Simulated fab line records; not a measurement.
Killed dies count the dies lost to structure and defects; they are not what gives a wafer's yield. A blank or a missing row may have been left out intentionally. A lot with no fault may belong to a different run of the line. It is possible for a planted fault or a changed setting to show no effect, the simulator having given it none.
Which tool did it? || flow sky130 || Sampling: 14 lots, 39 wafers, 3 of 708 route steps

WHAT EACH GAUGE READ, for each wafer
SKY_RES_XHIGH_TW_MEAS_09. Usual: RES_XHIGH_TW typically reads 1634, with standard deviation 7.4.
{"lot": "L318", "measured": "day 26 12:37", "on": "film metro-03", "RES_XHIGH_TW": "1645 1643 1645", "flag": ""}
{"lot": "L320", "measured": "day 28 07:22", "on": "film metro-02", "RES_XHIGH_TW": "1615 1632 1627", "flag": ""}
{"lot": "L321", "measured": "day 28 08:57", "on": "film metro-04", "RES_XHIGH_TW": "1646 1649 1650", "flag": ""}
{"lot": "L323", "measured": "day 31 22:30", "on": "film metro-04", "RES_XHIGH_TW": "1636 1639 1631", "flag": ""}
{"lot": "L324", "measured": "day 31 23:43", "on": "film metro-02", "RES_XHIGH_TW": "1638 1634 1628", "flag": ""}
{"lot": "L332", "measured": "day 32 09:16", "on": "film metro-04", "RES_XHIGH_TW": "1635 1641", "flag": ""}
{"lot": "L331", "measured": "day 32 10:12", "on": "film metro-04", "RES_XHIGH_TW": "1641 1637", "flag": ""}
{"lot": "L334", "measured": "day 32 10:49", "on": "film metro-04", "RES_XHIGH_TW": "1634 1631", "flag": ""}
{"lot": "L335", "measured": "day 32 11:43", "on": "film metro-04", "RES_XHIGH_TW": "1635 1635 1635", "flag": ""}
{"lot": "L336", "measured": "day 32 14:29", "on": "film metro-04", "RES_XHIGH_TW": "1633 1640 1640", "flag": ""}
{"lot": "L337", "measured": "day 32 21:43", "on": "film metro-04", "RES_XHIGH_TW": "1644 1628 1637", "flag": ""}
{"lot": "L338", "measured": "day 33 01:22", "on": "film metro-03", "RES_XHIGH_TW": "1641 1643 1639", "flag": ""}
{"lot": "L340", "measured": "day 33 12:34", "on": "film metro-03", "RES_XHIGH_TW": "1629 1636 1638", "flag": ""}
{"lot": "L341", "measured": "day 34 01:35", "on": "film metro-02", "RES_XHIGH_TW": "1632 1634 1639", "flag": ""}

SKY_SD_N_CD_MEAS_07: the cd target is 380 nm. Usual: cd nm 379.8 nm, standard deviation 2.3.
{"lot": "L318", "measured": "day 27 17:17", "on": "cd sem-01", "cd nm (nm)": "378.6 380.9 379.1", "flag": ""}
{"lot": "L320", "measured": "day 29 11:21", "on": "cd sem-02", "cd nm (nm)": "379.4 381.3 381.0", "flag": ""}
{"lot": "L321", "measured": "day 29 12:47", "on": "cd sem-01", "cd nm (nm)": "379.3 382.0 379.5", "flag": ""}
{"lot": "L323", "measured": "day 33 01:15", "on": "cd sem-02", "cd nm (nm)": "382.7 384.0 383.2", "flag": ""}
{"lot": "L324", "measured": "day 33 02:13", "on": "cd sem-02", "cd nm (nm)": "376.8 378.7 379.5", "flag": ""}
{"lot": "L332", "measured": "day 33 11:49", "on": "cd sem-01", "cd nm (nm)": "377.0 378.7", "flag": ""}
{"lot": "L331", "measured": "day 33 12:35", "on": "cd sem-02", "cd nm (nm)": "378.3 379.8", "flag": ""}
{"lot": "L334", "measured": "day 33 14:33", "on": "cd sem-02", "cd nm (nm)": "381.1 383.5", "flag": ""}
{"lot": "L335", "measured": "day 33 14:44", "on": "cd sem-01", "cd nm (nm)": "376.0 378.5 374.6", "flag": ""}
{"lot": "L336", "measured": "day 33 16:33", "on": "cd sem-01", "cd nm (nm)": "377.6 375.5 372.3", "flag": ""}
{"lot": "L337", "measured": "day 34 00:46", "on": "cd sem-01", "cd nm (nm)": "381.2 381.0 380.6", "flag": ""}
{"lot": "L338", "measured": "day 34 04:11", "on": "cd sem-01", "cd nm (nm)": "380.0 382.6 381.2", "flag": ""}
{"lot": "L340", "measured": "day 34 15:04", "on": "cd sem-01", "cd nm (nm)": "380.2 377.7 380.0", "flag": ""}
{"lot": "L341", "measured": "day 35 04:11", "on": "cd sem-01", "cd nm (nm)": "379.0 377.9 378.3", "flag": ""}

WHICH TOOL RAN EACH LOT (tool, then ch and the chambers of the sampled wafers, then the start)
{"lot": "L318", "SKY_SD_P_STRIP_10": "plasma asher-04 ch 0,1, day 25 07:09"}
{"lot": "L320", "SKY_SD_P_STRIP_10": "plasma asher-03 ch 0,1, day 27 03:13"}
{"lot": "L321", "SKY_SD_P_STRIP_10": "plasma asher-02 ch 0,1, day 27 04:27"}
{"lot": "L323", "SKY_SD_P_STRIP_10": "plasma asher-02 ch 0,1, day 30 18:24"}
{"lot": "L324", "SKY_SD_P_STRIP_10": "plasma asher-04 ch 0,1, day 30 19:45"}
{"lot": "L332", "SKY_SD_P_STRIP_10": "plasma asher-03 ch 0, day 31 05:45"}
{"lot": "L331", "SKY_SD_P_STRIP_10": "plasma asher-03 ch 0,1, day 31 06:51"}
{"lot": "L334", "SKY_SD_P_STRIP_10": "plasma asher-03 ch 0,1, day 31 07:27"}
{"lot": "L335", "SKY_SD_P_STRIP_10": "plasma asher-02 ch 0,1, day 31 08:24"}
{"lot": "L336", "SKY_SD_P_STRIP_10": "plasma asher-02 ch 0,1, day 31 11:22"}
{"lot": "L337", "SKY_SD_P_STRIP_10": "plasma asher-03 ch 0,1, day 31 19:43"}
{"lot": "L338", "SKY_SD_P_STRIP_10": "plasma asher-02 ch 0,1, day 31 22:27"}
{"lot": "L340", "SKY_SD_P_STRIP_10": "plasma asher-02 ch 0,1, day 32 10:00"}
{"lot": "L341", "SKY_SD_P_STRIP_10": "plasma asher-02 ch 0,1, day 32 22:35"}
- SKY_SD_P_STRIP_10: strips in O2/N2.

AS READ BY THE TOOLS THEMSELVES (means over the sampled wafers that have a number; for cases with no such wafer, the mark the record gives instead)
SKY_SD_P_STRIP_10. Usual: chamber pressure mTorr 1500.3 mTorr, standard deviation 1.3; drypump motor current A 5.8 A, standard deviation 0.68; oes product au 0.618 a.u., standard deviation 0.0048; strip time to endpoint s 17.50 s, standard deviation 0.043.
{"lot": "L318", "tool": "plasma asher-04", "chamber pressure mTorr (mTorr)": 1500.8, "drypump motor current A (A)": 6.1, "oes product au (a.u.)": 0.619, "strip time to endpoint s (s)": 17.55, "flag": ""}
{"lot": "L320", "tool": "plasma asher-03", "chamber pressure mTorr (mTorr)": 1499.5, "drypump motor current A (A)": 5.5, "oes product au (a.u.)": 0.613, "strip time to endpoint s (s)": 17.55, "flag": ""}
{"lot": "L321", "tool": "plasma asher-02", "chamber pressure mTorr (mTorr)": 1499.9, "drypump motor current A (A)": 6.3, "oes product au (a.u.)": 0.619, "strip time to endpoint s (s)": 17.57, "flag": ""}
{"lot": "L323", "tool": "plasma asher-02", "chamber pressure mTorr (mTorr)": 1499.5, "drypump motor current A (A)": 6.2, "oes product au (a.u.)": 0.620, "strip time to endpoint s (s)": 17.46, "flag": ""}
{"lot": "L324", "tool": "plasma asher-04", "chamber pressure mTorr (mTorr)": 1499.6, "drypump motor current A (A)": 6.1, "oes product au (a.u.)": 0.618, "strip time to endpoint s (s)": 17.50, "flag": ""}
{"lot": "L332", "tool": "plasma asher-03", "chamber pressure mTorr (mTorr)": 1500.3, "drypump motor current A (A)": 5.8, "oes product au (a.u.)": 0.612, "strip time to endpoint s (s)": 17.51, "flag": ""}
{"lot": "L331", "tool": "plasma asher-03", "chamber pressure mTorr (mTorr)": 1500.3, "drypump motor current A (A)": 5.3, "oes product au (a.u.)": 0.616, "strip time to endpoint s (s)": 17.46, "flag": ""}
{"lot": "L334", "tool": "plasma asher-03", "chamber pressure mTorr (mTorr)": 1500.8, "drypump motor current A (A)": 5.3, "oes product au (a.u.)": 0.613, "strip time to endpoint s (s)": 17.54, "flag": ""}
{"lot": "L335", "tool": "plasma asher-02", "chamber pressure mTorr (mTorr)": 1502.4, "drypump motor current A (A)": 5.9, "oes product au (a.u.)": 0.620, "strip time to endpoint s (s)": 17.52, "flag": ""}
{"lot": "L336", "tool": "plasma asher-02", "chamber pressure mTorr (mTorr)": 1500.7, "drypump motor current A (A)": 5.8, "oes product au (a.u.)": 0.618, "strip time to endpoint s (s)": 17.43, "flag": ""}
{"lot": "L337", "tool": "plasma asher-03", "chamber pressure mTorr (mTorr)": 1500.6, "drypump motor current A (A)": 5.5, "oes product au (a.u.)": 0.617, "strip time to endpoint s (s)": 17.51, "flag": ""}
{"lot": "L338", "tool": "plasma asher-02", "chamber pressure mTorr (mTorr)": 1499.2, "drypump motor current A (A)": 6.2, "oes product au (a.u.)": 0.615, "strip time to endpoint s (s)": 17.44, "flag": ""}
{"lot": "L340", "tool": "plasma asher-02", "chamber pressure mTorr (mTorr)": 1500.5, "drypump motor current A (A)": 5.8, "oes product au (a.u.)": 0.621, "strip time to endpoint s (s)": 17.52, "flag": ""}
{"lot": "L341", "tool": "plasma asher-02", "chamber pressure mTorr (mTorr)": 1501.0, "drypump motor current A (A)": 5.8, "oes product au (a.u.)": 0.617, "strip time to endpoint s (s)": 17.52, "flag": ""}

THE ANSWER, worked out from the rows above alone
Rule: a lot counts as off when the mean over its wafers that have a number is more than 3 standard deviations away from the usual mean. A lot without any number at a reading at which 4 lots or more have one is off too. Any other lot the step has rows for is counted as sound. The gauges are gone through in route order, then the tools' own readings, and for those a lot's mean is taken as printed above. The first step at which some lot is off is used, and at that step the reading that is off furthest; a lot without a number counts as furthest.
Nothing can be told from this: no lot is off at any reading shown.

WHAT THE SIMULATOR PUT IN
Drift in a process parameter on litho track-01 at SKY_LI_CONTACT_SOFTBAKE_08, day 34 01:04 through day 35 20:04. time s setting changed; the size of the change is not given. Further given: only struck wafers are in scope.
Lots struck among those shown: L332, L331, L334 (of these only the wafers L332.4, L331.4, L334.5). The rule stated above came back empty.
